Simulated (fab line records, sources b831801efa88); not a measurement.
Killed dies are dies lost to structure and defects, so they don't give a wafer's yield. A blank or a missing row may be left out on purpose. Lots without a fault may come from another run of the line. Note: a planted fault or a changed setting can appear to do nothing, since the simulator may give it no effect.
fab line records    flow gf180mcu
record: lots: 24  wafers: 72  last-day: 34
route steps=602 shown V3@454 M4@459 V4@479 MIM@506 V5@542
lots with no fault: from the same line, run without faults
start-h: the number of hours between the record's first day and the start of the first shown wafer of the lot    wait-h: hours from the lot's prior step to this one    " the same as in the row above    L1.1+2: a single row standing in for several wafers    - no value, or no start given    * or withheld: withheld    < > ~ a bound
route shown NAME@n: a module of which the file shows steps, and the number in the route of the first    usual: average and standard deviation across the fault-free wafers    same: alike in all rows    chamber/n: place in a boat    sites: each site's reading    _std_site: standard deviation across them    _edge_site: outer sites' mean less inner sites'    radius-mm: how far each site lies from the wafer's centre    mask NAME#n: copy n    behind: tool/chamber where the wafer was last shaped    hold: reason for holding the lot/hours on hold/outcome of the hold    device: which transistor (n, p or np) failed to switch    end of line: tests run on the same wafers once the route is complete    for a step that has no rows: nothing shown but its recipe    killed: at the first sort, the dies lost to defects and structure; wafer yield is something else    map: dies across one wafer; x = killed, . = not, _ = none there
set.NAME: the setting the step ran with; set.NAME@STEP: the setting that earlier step ran with    model.NAME: the simulator's own value behind a step, which no gauge read
route steps across a sampled set of lots; one table per step, one row per wafer
services: a tool's chamber out of use, with start hour (start-h, from the record's first day; less than 0 if before it), hours out, and reason
== steps ==
step: GF_V3_THK_MEAS_25
recipe: thk-meas-gauge: xrf  reads: W_of_V3_CVD_23
usual: V3_W_THK: 333/4.9
lot.wafer  tool           chamber  start-h  wait-h  V3_W_THK[nm]
L074.1     film-metro-02  -        511.04   0.1     328
L074.4     "              -        "        "       328
L074.5     "              -        "        "       325
L075.3     film-metro-02  -        524.45   0.1     328
L075.5     "              -        "        "       336
L075.6     "              -        "        "       328
L076.2     film-metro-01  -        526.77   0.1     330
L076.4     "              -        "        "       337
L076.5     "              -        "        "       332
L077.1     film-metro-02  -        543.25   0.1     329
L077.2     "              -        "        "       335
L077.4     "              -        "        "       335
L078.1     film-metro-02  -        555.88   0.1     332
L078.2     "              -        "        "       333
L078.4     "              -        "        "       339
L079.1     film-metro-01  -        556.82   0.1     337
L079.2     "              -        "        "       333
L079.4     "              -        "        "       328
L080.2     film-metro-03  -        575.85   0.1     340
L080.5     "              -        "        "       339
L080.6     "              -        "        "       340
L081.1     film-metro-03  -        576.07   0.1     336
L081.4     "              -        "        "       335
L081.6     "              -        "        "       330
L082.1     film-metro-03  -        582.85   0.1     334
L082.4     "              -        "        "       338
L082.5     "              -        "        "       337
L083.1     film-metro-03  -        592.80   0.1     340
L083.2     "              -        "        "       336
L083.4     "              -        "        "       336
L084.1     film-metro-03  -        603.59   0.1     330
L084.4     "              -        "        "       331
L084.6     "              -        "        "       333
L085.2     film-metro-02  -        607.34   0.1     333
L085.3     "              -        "        "       339
L085.4     "              -        "        "       337
L086.4     film-metro-02  -        616.98   0.1     324
L086.5     "              -        "        "       325
L086.6     "              -        "        "       327
L087.1     film-metro-02  -        620.70   0.1     334
L087.2     "              -        "        "       334
L087.3     "              -        "        "       335
L088.1     film-metro-01  -        631.71   0.1     333
L088.2     "              -        "        "       325
L088.4     "              -        "        "       325
L089.3     film-metro-03  -        642.17   0.1     342
L089.5     "              -        "        "       331
L089.6     "              -        "        "       338
L090.2     film-metro-02  -        652.76   0.1     337
L090.4     "              -        "        "       336
L090.5     "              -        "        "       338
L091.1     film-metro-01  -        653.62   0.1     323
L091.4     "              -        "        "       322
L091.6     "              -        "        "       325
L092.2     film-metro-01  -        657.68   0.1     335
L092.4     "              -        "        "       335
L092.5     "              -        "        "       324
L093.1     film-metro-01  -        668.85   0.1     332
L093.2     "              -        "        "       331
L093.5     "              -        "        "       326
L094.1     film-metro-03  -        675.20   0.1     340
L094.4     "              -        "        "       339
L094.5     "              -        "        "       340
L095.1     film-metro-01  -        677.70   0.1     336
L095.3     "              -        "        "       337
L095.6     "              -        "        "       336
L096.1     film-metro-01  -        683.72   0.1     321
L096.5     "              -        "        "       334
L096.6     "              -        "        "       329
L097.2     film-metro-03  -        692.75   0.1     338
L097.4     "              -        "        "       338
L097.6     "              -        "        "       336
step: GF_M4_SPUTTER_03
recipe: material: Ti  target-thk-nm: 10  substrate-temp-c: 300  chamber-pressure-pa: 0.3  power-w: 3000  time-s: 6.7
usual: throttle-valve-pct: 29.8/0.9
lot.wafer  tool            chamber  start-h  wait-h  throttle-valve-pct
L074.1     pvd-sputter-04  -        511.56   0.0     30.0
L074.4     "               -        "        "       28.9
L074.5     "               -        "        "       30.1
L075.3     pvd-sputter-01  -        524.95   0.0     30.3
L075.5     "               -        "        "       29.9
L075.6     "               -        "        "       28.3
L076.2     pvd-sputter-01  -        527.28   0.0     28.0
L076.4     "               -        "        "       29.0
L076.5     "               -        "        "       29.9
L077.1     pvd-sputter-04  -        543.77   0.0     30.1
L077.2     "               -        "        "       29.8
L077.4     "               -        "        "       28.8
L078.1     pvd-sputter-03  -        556.40   0.0     31.0
L078.2     "               -        "        "       29.9
L078.4     "               -        "        "       30.0
L079.1     pvd-sputter-01  -        558.12   0.0     29.4
L079.2     "               -        "        "       30.1
L079.4     "               -        "        "       28.1
L080.2     pvd-sputter-03  -        576.36   0.0     30.3
L080.5     "               -        "        "       29.7
L080.6     "               -        "        "       31.0
L081.1     pvd-sputter-01  -        576.66   0.0     30.2
L081.4     "               -        "        "       29.0
L081.6     "               -        "        "       29.1
L082.1     pvd-sputter-01  -        583.37   0.0     28.3
L082.4     "               -        "        "       29.1
L082.5     "               -        "        "       30.0
L083.1     pvd-sputter-04  -        593.33   0.0     28.9
L083.2     "               -        "        "       28.6
L083.4     "               -        "        "       30.2
L084.1     pvd-sputter-04  -        604.12   0.0     29.9
L084.4     "               -        "        "       30.0
L084.6     "               -        "        "       29.1
L085.2     pvd-sputter-03  -        607.85   0.0     30.2
L085.3     "               -        "        "       29.8
L085.4     "               -        "        "       31.6
L086.4     pvd-sputter-01  -        617.47   0.0     30.2
L086.5     "               -        "        "       30.1
L086.6     "               -        "        "       29.3
L087.1     pvd-sputter-03  -        621.22   0.0     30.2
L087.2     "               -        "        "       29.8
L087.3     "               -        "        "       31.7
L088.1     pvd-sputter-04  -        632.23   0.0     28.8
L088.2     "               -        "        "       29.2
L088.4     "               -        "        "       29.7
L089.3     pvd-sputter-04  -        642.67   0.0     29.9
L089.5     "               -        "        "       30.3
L089.6     "               -        "        "       29.3
L090.2     pvd-sputter-03  -        653.27   0.0     30.0
L090.4     "               -        "        "       31.2
L090.5     "               -        "        "       30.4
L091.1     pvd-sputter-01  -        654.14   0.0     28.3
L091.4     "               -        "        "       30.4
L091.6     "               -        "        "       28.9
L092.2     pvd-sputter-04  -        658.19   0.0     30.0
L092.4     "               -        "        "       29.0
L092.5     "               -        "        "       30.3
L093.1     pvd-sputter-03  -        669.37   0.0     30.8
L093.2     "               -        "        "       29.6
L093.5     "               -        "        "       29.9
L094.1     pvd-sputter-01  -        675.72   0.0     29.9
L094.4     "               -        "        "       28.3
L094.5     "               -        "        "       30.0
L095.1     pvd-sputter-03  -        678.22   0.0     31.0
L095.3     "               -        "        "       30.2
L095.6     "               -        "        "       29.9
L096.1     pvd-sputter-04  -        684.24   0.0     29.0
L096.5     "               -        "        "       30.0
L096.6     "               -        "        "       29.1
L097.2     pvd-sputter-03  -        693.26   0.0     31.6
L097.4     "               -        "        "       31.9
L097.6     "               -        "        "       30.0
step: GF_V4_THK_MEAS_03
recipe: reads: SiO2_of_V4_CVD_02
usual: V4_CVD_02_THK: 851/13
lot.wafer  tool           chamber  start-h  wait-h  V4_CVD_02_THK[nm]
L074.1     film-metro-02  -        535.55   0.0     844
L074.4     "              -        "        "       867
L074.5     "              -        "        "       856
L075.3     film-metro-02  -        548.40   0.2     848
L075.5     "              -        "        "       843
L075.6     "              -        "        "       868
L076.2     film-metro-02  -        551.29   0.0     834
L076.4     "              -        "        "       867
L076.5     "              -        "        "       859
L077.1     film-metro-01  -        567.35   0.0     854
L077.2     "              -        "        "       840
L077.4     "              -        "        "       862
L078.1     film-metro-01  -        579.07   0.0     864
L078.2     "              -        "        "       847
L078.4     "              -        "        "       861
L079.1     film-metro-01  -        580.66   0.1     847
L079.2     "              -        "        "       850
L079.4     "              -        "        "       868
L080.2     film-metro-01  -        598.31   0.0     837
L080.5     "              -        "        "       857
L080.6     "              -        "        "       856
L081.1     film-metro-02  -        598.60   0.0     845
L081.4     "              -        "        "       863
L081.6     "              -        "        "       866
L082.1     film-metro-04  -        605.72   0.0     844
L082.4     "              -        "        "       860
L082.5     "              -        "        "       857
L083.1     film-metro-01  -        616.11   0.0     839
L083.2     "              -        "        "       843
L083.4     "              -        "        "       866
L084.1     film-metro-04  -        625.25   0.0     831
L084.4     "              -        "        "       853
L084.6     "              -        "        "       863
L085.2     film-metro-02  -        629.46   0.0     857
L085.3     "              -        "        "       852
L085.4     "              -        "        "       858
L086.4     film-metro-01  -        638.98   0.0     838
L086.5     "              -        "        "       842
L086.6     "              -        "        "       855
L087.1     film-metro-04  -        642.73   0.0     865
L087.2     "              -        "        "       842
L087.3     "              -        "        "       846
L088.1     film-metro-02  -        653.22   0.0     848
L088.2     "              -        "        "       827
L088.4     "              -        "        "       845
L089.3     film-metro-04  -        663.06   0.1     844
L089.5     "              -        "        "       848
L089.6     "              -        "        "       857
L090.2     film-metro-01  -        673.54   0.0     859
L090.4     "              -        "        "       875
L090.5     "              -        "        "       867
L091.1     film-metro-01  -        674.10   0.0     840
L091.4     "              -        "        "       846
L091.6     "              -        "        "       851
L092.2     film-metro-01  -        678.76   0.0     846
L092.4     "              -        "        "       852
L092.5     "              -        "        "       848
L093.1     film-metro-01  -        689.28   0.0     841
L093.2     "              -        "        "       853
L093.5     "              -        "        "       875
L094.1     film-metro-02  -        694.47   0.0     824
L094.4     "              -        "        "       845
L094.5     "              -        "        "       829
L095.1     film-metro-01  -        698.58   0.0     871
L095.3     "              -        "        "       861
L095.6     "              -        "        "       870
L096.1     film-metro-04  -        703.65   0.0     856
L096.5     "              -        "        "       856
L096.6     "              -        "        "       853
L097.2     film-metro-01  -        712.50   0.0     846
L097.4     "              -        "        "       854
L097.6     "              -        "        "       871
step: GF_MIM_SPUTTER_03
recipe: material: Ti  target-thk-nm: 10  substrate-temp-c: 300  chamber-pressure-pa: 0.3  power-w: 3000  time-s: 6.7
usual: throttle-valve-pct: 30.1/1.1
lot.wafer  tool            chamber  start-h  wait-h  throttle-valve-pct
L074.1     pvd-sputter-01  -        560.02   0.0     30.1
L074.4     "               -        "        "       29.9
L074.5     "               -        "        "       29.3
L075.3     pvd-sputter-02  -        573.08   0.0     30.5
L075.5     "               -        "        "       28.8
L075.6     "               -        "        "       31.2
L076.2     pvd-sputter-03  -        575.44   0.0     30.9
L076.4     "               -        "        "       30.1
L076.5     "               -        "        "       30.0
L077.1     pvd-sputter-01  -        591.35   0.0     30.3
L077.2     "               -        "        "       29.2
L077.4     "               -        "        "       28.3
L078.1     pvd-sputter-02  -        602.44   0.0     28.4
L078.2     "               -        "        "       31.5
L078.4     "               -        "        "       31.5
L079.1     pvd-sputter-01  -        603.71   0.0     28.1
L079.2     "               -        "        "       29.8
L079.4     "               -        "        "       29.2
L080.2     pvd-sputter-01  -        621.46   0.0     30.0
L080.5     "               -        "        "       30.4
L080.6     "               -        "        "       29.1
L081.1     pvd-sputter-03  -        621.93   0.0     29.9
L081.4     "               -        "        "       31.5
L081.6     "               -        "        "       29.9
L082.1     pvd-sputter-01  -        628.31   0.0     30.2
L082.4     "               -        "        "       28.9
L082.5     "               -        "        "       28.3
L083.1     pvd-sputter-03  -        639.86   0.0     30.1
L083.2     "               -        "        "       29.6
L083.4     "               -        "        "       30.6
L084.1     pvd-sputter-03  -        646.93   0.0     30.4
L084.4     "               -        "        "       30.7
L084.6     "               -        "        "       30.4
L085.2     pvd-sputter-01  -        651.46   0.0     29.1
L085.3     "               -        "        "       30.3
L085.4     "               -        "        "       28.1
L086.4     pvd-sputter-03  -        660.19   0.0     30.8
L086.5     "               -        "        "       30.0
L086.6     "               -        "        "       30.9
L087.1     pvd-sputter-01  -        664.59   0.0     29.9
L087.2     "               -        "        "       30.4
L087.3     "               -        "        "       28.9
L088.1     pvd-sputter-03  -        674.44   0.0     31.0
L088.2     "               -        "        "       29.9
L088.4     "               -        "        "       31.7
L089.3     pvd-sputter-03  -        684.32   0.0     30.1
L089.5     "               -        "        "       31.6
L089.6     "               -        "        "       30.3
L090.2     pvd-sputter-03  -        694.13   0.0     30.1
L090.4     "               -        "        "       29.9
L090.5     "               -        "        "       31.8
L091.1     pvd-sputter-02  -        694.22   0.0     31.2
L091.4     "               -        "        "       30.5
L091.6     "               -        "        "       31.3
L092.2     pvd-sputter-02  -        699.79   0.0     28.4
L092.4     "               -        "        "       31.3
L092.5     "               -        "        "       28.4
L093.1     pvd-sputter-01  -        709.51   0.0     28.0
L093.2     "               -        "        "       29.2
L093.5     "               -        "        "       30.1
L094.1     pvd-sputter-02  -        714.43   0.0     31.5
L094.4     "               -        "        "       31.4
L094.5     "               -        "        "       31.1
L095.1     pvd-sputter-01  -        718.95   0.0     29.2
L095.3     "               -        "        "       30.1
L095.6     "               -        "        "       29.1
L096.1     pvd-sputter-02  -        723.87   0.0     30.2
L096.5     "               -        "        "       30.4
L096.6     "               -        "        "       31.3
L097.2     pvd-sputter-03  -        732.39   0.0     31.0
L097.4     "               -        "        "       29.7
L097.6     "               -        "        "       30.1
step: GF_MIM_SPUTTER_08
recipe: material: AlCu  target-thk-nm: 200  power-w: 10600  time-s: 10.6  chamber-pressure-pa: 0.4
usual: throttle-valve-pct: 30.0/1.1
lot.wafer  tool            chamber  start-h  wait-h  throttle-valve-pct
L074.1     pvd-sputter-03  -        560.27   0.0     30.6
L074.4     "               -        "        "       29.6
L074.5     "               -        "        "       31.1
L075.3     pvd-sputter-03  -        573.28   0.0     30.7
L075.5     "               -        "        "       30.8
L075.6     "               -        "        "       29.7
L076.2     pvd-sputter-01  -        575.64   0.0     29.2
L076.4     "               -        "        "       29.9
L076.5     "               -        "        "       28.3
L077.1     pvd-sputter-02  -        591.55   0.0     31.6
L077.2     "               -        "        "       30.2
L077.4     "               -        "        "       31.2
L078.1     pvd-sputter-01  -        602.65   0.0     28.3
L078.2     "               -        "        "       29.9
L078.4     "               -        "        "       30.2
L079.1     pvd-sputter-03  -        603.92   0.0     29.7
L079.2     "               -        "        "       30.0
L079.4     "               -        "        "       30.8
L080.2     pvd-sputter-02  -        621.66   0.0     31.5
L080.5     "               -        "        "       31.6
L080.6     "               -        "        "       31.4
L081.1     pvd-sputter-01  -        622.13   0.0     28.9
L081.4     "               -        "        "       28.1
L081.6     "               -        "        "       29.3
L082.1     pvd-sputter-02  -        628.51   0.0     30.4
L082.4     "               -        "        "       28.5
L082.5     "               -        "        "       31.7
L083.1     pvd-sputter-02  -        640.06   0.0     28.5
L083.2     "               -        "        "       31.4
L083.4     "               -        "        "       30.2
L084.1     pvd-sputter-02  -        647.13   0.0     31.2
L084.4     "               -        "        "       30.6
L084.6     "               -        "        "       31.5
L085.2     pvd-sputter-02  -        651.65   0.0     30.2
L085.3     "               -        "        "       31.5
L085.4     "               -        "        "       28.4
L086.4     pvd-sputter-01  -        660.39   0.0     29.9
L086.5     "               -        "        "       30.1
L086.6     "               -        "        "       28.1
L087.1     pvd-sputter-03  -        664.79   0.0     30.9
L087.2     "               -        "        "       31.4
L087.3     "               -        "        "       29.9
L088.1     pvd-sputter-02  -        674.65   0.0     30.2
L088.2     "               -        "        "       31.3
L088.4     "               -        "        "       31.3
L089.3     pvd-sputter-02  -        684.51   0.0     30.3
L089.5     "               -        "        "       28.8
L089.6     "               -        "        "       31.2
L090.2     pvd-sputter-01  -        694.32   0.0     28.1
L090.4     "               -        "        "       29.1
L090.5     "               -        "        "       30.1
L091.1     pvd-sputter-03  -        694.41   0.0     29.9
L091.4     "               -        "        "       31.8
L091.6     "               -        "        "       29.7
L092.2     pvd-sputter-01  -        699.99   0.0     30.0
L092.4     "               -        "        "       28.3
L092.5     "               -        "        "       29.0
L093.1     pvd-sputter-03  -        709.70   0.0     31.5
L093.2     "               -        "        "       30.2
L093.5     "               -        "        "       30.2
L094.1     pvd-sputter-01  -        714.62   0.0     30.1
L094.4     "               -        "        "       28.3
L094.5     "               -        "        "       29.0
L095.1     pvd-sputter-02  -        719.14   0.0     31.5
L095.3     "               -        "        "       30.5
L095.6     "               -        "        "       30.0
L096.1     pvd-sputter-01  -        724.07   0.0     28.4
L096.5     "               -        "        "       30.0
L096.6     "               -        "        "       29.1
L097.2     pvd-sputter-01  -        732.59   0.0     28.1
L097.4     "               -        "        "       29.2
L097.6     "               -        "        "       28.1
step: GF_V5_CVD_02
recipe: material: SiO2  target-thk-nm: 1450  precursor: TEOS  temp-c: 400  time-s: 163.28  rf-w: 600
usual: heater-power-w: 660/86
lot.wafer  tool      chamber  start-h  wait-h  heater-power-w
L074.1     pecvd-02  1        603.91   0.1     582
L074.4     "         1        "        "       656
L074.5     "         2        "        "       571
L075.3     pecvd-02  2        616.62   0.0     691
L075.5     "         0        "        "       868
L075.6     "         1        "        "       545
L076.2     pecvd-04  1        618.13   0.0     668
L076.4     "         0        "        "       649
L076.5     "         2        "        "       739
L077.1     pecvd-02  2        634.27   0.1     691
L077.2     "         0        "        "       770
L077.4     "         0        "        "       861
L078.1     pecvd-03  0        644.53   0.1     553
L078.2     "         2        "        "       657
L078.4     "         0        "        "       637
L079.1     pecvd-02  2        645.64   0.1     705
L079.2     "         1        "        "       691
L079.4     "         0        "        "       680
L081.1     pecvd-04  0        662.12   0.1     659
L081.4     "         1        "        "       646
L081.6     "         2        "        "       725
L080.2     pecvd-03  1        663.41   0.0     758
L080.5     "         0        "        "       679
L080.6     "         1        "        "       802
L082.1     pecvd-02  1        668.56   0.1     642
L082.4     "         0        "        "       810
L082.5     "         1        "        "       702
L083.1     pecvd-02  2        679.11   0.1     663
L083.2     "         0        "        "       865
L083.4     "         2        "        "       714
L084.1     pecvd-04  2        685.88   0.1     753
L084.4     "         2        "        "       592
L084.6     "         0        "        "       676
L085.2     pecvd-04  2        691.25   0.0     656
L085.3     "         1        "        "       545
L085.4     "         2        "        "       715
L086.4     pecvd-04  2        699.45   0.1     602
L086.5     "         1        "        "       535
L086.6     "         0        "        "       566
L087.1     pecvd-02  2        703.71   0.1     661
L087.2     "         0        "        "       694
L087.3     "         1        "        "       712
L088.1     pecvd-02  0        712.50   0.1     754
L088.2     "         2        "        "       595
L088.4     "         2        "        "       672
L089.3     pecvd-04  2        722.29   0.0     680
L089.5     "         0        "        "       566
L089.6     "         1        "        "       545
L090.2     pecvd-04  2        731.33   0.0     653
L090.4     "         2        "        "       733
L090.5     "         0        "        "       674
L091.1     pecvd-04  2        733.38   0.1     755
L091.4     "         0        "        "       718
L091.6     "         1        "        "       552
L092.2     pecvd-03  1        736.08   0.0     820
L092.4     "         1        "        "       673
L092.5     "         0        "        "       520
L093.1     pecvd-03  1        745.55   0.1     843
L093.2     "         0        "        "       564
L093.5     "         1        "        "       794
L094.1     pecvd-02  0        749.93   0.1     862
L094.4     "         0        "        "       677
L094.5     "         1        "        "       670
L095.1     pecvd-04  2        755.11   0.1     737
L095.3     "         0        "        "       596
L095.6     "         2        "        "       581
L096.1     pecvd-02  2        759.18   0.1     712
L096.5     "         2        "        "       577
L096.6     "         1        "        "       555
L097.2     pecvd-04  0        766.80   0.0     706
L097.4     "         1        "        "       651
L097.6     "         2        "        "       716
== services ==
tool            chamber  start-h  hours  kind
pecvd-03        -        516.22   3.7    repair
pecvd-04        -        556.63   1.8    repair
pvd-sputter-01  -        569.74   3.5    repair
pecvd-03        2        579.43   15.7   repair
pecvd-04        -        591.12   14.0   pm
pecvd-02        0        597.76   13.7   repair
pvd-sputter-01  3        598.47   -      consumable-replace:kit
pvd-sputter-01  3        598.47   18.0   scheduled-down
pecvd-03        -        600.56   1.5    repair
pvd-sputter-03  -        608.51   2.6    repair
pecvd-03        1        634.39   15.0   repair
pecvd-02        -        637.84   2.8    pm
pvd-sputter-02  -        644.04   1.8    repair
pvd-sputter-03  -        648.55   2.0    repair
pecvd-03        -        650.90   3.4    repair
pecvd-04        -        670.86   2.8    pm
pecvd-02        2        673.36   4.0    repair
pvd-sputter-01  -        682.62   8.0    repair
pvd-sputter-03  -        695.63   1.8    repair
pvd-sputter-03  -        703.59   0.7    repair
pvd-sputter-03  -        706.05   1.3    repair
pecvd-03        2        718.67   41.4   repair
pvd-sputter-03  -        749.01   15.2   repair
pecvd-03        -        752.64   28.1   pm
== key ==
fault none
